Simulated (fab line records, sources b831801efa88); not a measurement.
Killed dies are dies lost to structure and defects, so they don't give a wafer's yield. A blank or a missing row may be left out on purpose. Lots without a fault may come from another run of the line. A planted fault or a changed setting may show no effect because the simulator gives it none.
Chamber matching | flow sky130 | SKY_VIA1_ETCH_14 on rie_diel-03: 4 sister chambers
The step etches BARC in N2/H2, stops on SiO2, time 45.9 s, target depth 60 nm. 20 wafers are shown with their chamber, then 10 later ones without.

WAFERS WITH THEIR CHAMBER
wafer  | chamber | oes_product_au (a.u.) | h2_flow_sccm (sccm) | throttle_valve_pct (%)
L074.1 | 0       | 0.846                 | 200.5               | 13.226
L074.3 | 1       | 0.849                 | 199.4               | 13.222
L074.6 | 2       | 0.852                 | 199.1               | 13.213
L075.1 | 1       | 0.858                 | 199.0               | 13.234
L075.2 | 0       | 0.848                 | 199.5               | 13.218
L075.3 | 2       | 0.854                 | 199.4               | 13.221
L078.1 | 2       | 0.862                 | 201.7               | 13.234
L078.2 | 0       | 0.851                 | 200.2               | 13.234
L078.3 | 1       | 0.856                 | 199.5               | 13.208
L081.2 | 3       | 0.860                 | 199.6               | 13.218
L081.4 | 1       | 0.858                 | 200.3               | 13.243
L081.5 | 2       | 0.856                 | 199.9               | 13.233
L087.4 | 3       | 0.860                 | 200.6               | 13.232
L087.5 | 2       | 0.853                 | 200.0               | 13.224
L087.6 | 3       | 0.846                 | 200.6               | 13.230
L089.2 | 0       | 0.849                 | 200.2               | 13.226
L089.3 | 1       | 0.852                 | 199.9               | 13.218
L089.5 | 0       | 0.844                 | 200.3               | 13.225
L090.2 | 3       | 0.853                 | 200.5               | 13.219
L090.3 | 2       | 0.857                 | 199.9               | 13.230

SIGNATURES (means of the wafers above)
reading            | chamber 0 | chamber 1 | chamber 2 | chamber 3 | scatter within a chamber
oes_product_au     | 0.84760   | 0.85460   | 0.85567   | 0.85475   | 0.00428
h2_flow_sccm       | 200.140   | 199.620   | 200.000   | 200.325   | 0.63
throttle_valve_pct | 13.22580  | 13.22500  | 13.22583  | 13.22475  | 0.00924
Rule: a wafer's distance from a chamber is the root of the sum, over the readings, of the square of ((its reading less the chamber's mean) divided by the reading's scatter). The wafer belongs to the nearest chamber; if the next one is less than 2 further off, it can't be placed. The scatter: the root of (the sum of the squares of (reading less its chamber's mean) over the shown wafers, divided by (wafers less chambers)).

WAFERS WITHOUT THEIR CHAMBER
wafer  | oes_product_au (a.u.) | h2_flow_sccm (sccm) | throttle_valve_pct (%)
L090.5 | 0.848                 | 200.6               | 13.235
L092.3 | 0.861                 | 199.4               | 13.217
L092.4 | 0.861                 | 200.2               | 13.225
L092.5 | 0.861                 | 199.7               | 13.227
L095.1 | 0.847                 | 199.2               | 13.218
L095.2 | 0.851                 | 200.3               | 13.235
L095.5 | 0.846                 | 200.8               | 13.220
L096.2 | 0.854                 | 201.5               | 13.225
L096.3 | 0.860                 | 199.2               | 13.235
L096.5 | 0.856                 | 201.3               | 13.229

WHICH CHAMBER EACH WENT THROUGH
wafer  | from the rows above               | in truth
L090.5 | can't be placed: 0 or 3 or 2 or 1 | 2
L092.3 | can't be placed: 1 or 2 or 3 or 0 | 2
L092.4 | can't be placed: 2 or 3 or 1 or 0 | 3
L092.5 | can't be placed: 2 or 1 or 3 or 0 | 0
L095.1 | can't be placed: 0 or 1 or 2 or 3 | 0
L095.2 | can't be placed: 0 or 3 or 2 or 1 | 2
L095.5 | can't be placed: 0 or 3 or 2 or 1 | 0
L096.2 | can't be placed: 3 or 2 or 0 or 1 | 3
L096.3 | can't be placed: 1 or 2 or 3 or 0 | 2
L096.5 | can't be placed: 3 or 2 or 0 or 1 | 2
Placed correctly: 0 of 10. Can't be placed from these rows: 10 (the true chamber is among the candidates in 10). Placed wrongly: 0.
